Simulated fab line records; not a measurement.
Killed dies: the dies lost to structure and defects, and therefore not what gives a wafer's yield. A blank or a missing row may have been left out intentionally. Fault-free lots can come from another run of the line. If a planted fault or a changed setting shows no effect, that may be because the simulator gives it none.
The tool behind it: which one? | flow sky130 | 33 wafers from 11 lots sampled at 3 of the route's 708 steps

WHAT THE GAUGES READ, wafer by wafer
SKY_SD_P_CD_MEAS_07: target cd 380 nm.
lot  | measured     | on        | cd nm (nm)
L825 | day 25 15:04 | cd sem-01 | 378.0 376.2 375.2
L826 | day 25 20:58 | cd sem-01 | 381.0 380.3 379.1
L827 | day 26 07:40 | cd sem-01 | 382.5 380.1 382.6
L828 | day 26 20:30 | cd sem-01 | 378.1 376.9 379.2
L829 | day 27 06:46 | cd sem-01 | 472.2 470.1 472.6
L830 | day 27 07:48 | cd sem-02 | 468.7 469.2 468.6
L831 | day 27 22:13 | cd sem-01 | 470.3 470.1 474.3
L839 | day 30 12:38 | cd sem-02 | 380.2 382.3 379.7
L840 | day 31 00:55 | cd sem-02 | 376.2 376.9 376.1
L841 | day 31 10:01 | cd sem-01 | 384.2 380.9 380.9
L842 | day 31 17:43 | cd sem-02 | 377.0 375.4 378.7

EACH LOT AND THE TOOL THAT RAN IT (in order: tool; ch and the chambers of the sampled wafers; start)
lot  | SKY_SPACER_ETCHBACK_02             | SKY_SD_P_COAT_02
L825 | rie diel-03 ch 0,3, day 23 04:28   | litho track-03 ch 0, day 25 00:55
L826 | rie diel-03 ch 0,2,3, day 23 10:08 | litho track-03 ch 0, day 25 06:56
L827 | rie diel-02 ch 0,1, day 23 21:02   | litho track-04 ch 0, day 25 15:53
L828 | rie diel-02 ch 0,1,2, day 24 10:17 | litho track-04 ch 0, day 26 06:30
L829 | rie diel-03 ch 1,2, day 24 20:57   | litho track-03 ch 0, day 26 16:31
L830 | rie diel-04 ch 0,2, day 24 22:10   | litho track-03 ch 0, day 26 17:43
L831 | rie diel-02 ch 0,3, day 25 12:10   | litho track-03 ch 0, day 27 07:38
L839 | rie diel-03 ch 2,3, day 28 03:34   | litho track-04 ch 0, day 29 22:35
L840 | rie diel-03 ch 2,3, day 28 17:35   | litho track-03 ch 0, day 30 11:07
L841 | rie diel-03 ch 0,1,3, day 29 01:49 | litho track-03 ch 0, day 30 20:22
L842 | rie diel-02 ch 0,1,2, day 29 09:35 | litho track-03 ch 0, day 31 04:37
- SKY_SPACER_ETCHBACK_02: etches Si3N4 in CH3F/O2, stops on SiO2, time 46.7 s, target depth 45 nm.
- SKY_SD_P_COAT_02: resist thk 1140 nm.

THE ANSWER, worked out from the rows above alone
Rule: what is usual is taken from the lots themselves. Put in order of their means at a reading, lots are off if they are a third of the lots or fewer, leave a main group of 4 or more, and stand apart from it by a gap of 3 or more times the standard deviation of the main group's means; of several such gaps the widest counts. The tables above print the reading to a certain number of digits; a main group whose means all agree to those digits is not used. Also off: a lot with no number at a reading for which 4 or more lots have one. Where the step has rows for the other lots, those lots are counted as sound.
Off at SKY_SD_P_CD_MEAS_07 (cd nm): L829, L830, L831. For the main group the mean is 379.1 nm and the standard deviation 2.2.
If a tool, at a process step before that reading, ran all the lots that are off and no sound lot after the first of them, it fits. Gauges at SKY_SD_P_CD_MEAS_07: tried the same way as those tools. None of those tried fits.

WHAT THE SIMULATOR HAD INSERTED
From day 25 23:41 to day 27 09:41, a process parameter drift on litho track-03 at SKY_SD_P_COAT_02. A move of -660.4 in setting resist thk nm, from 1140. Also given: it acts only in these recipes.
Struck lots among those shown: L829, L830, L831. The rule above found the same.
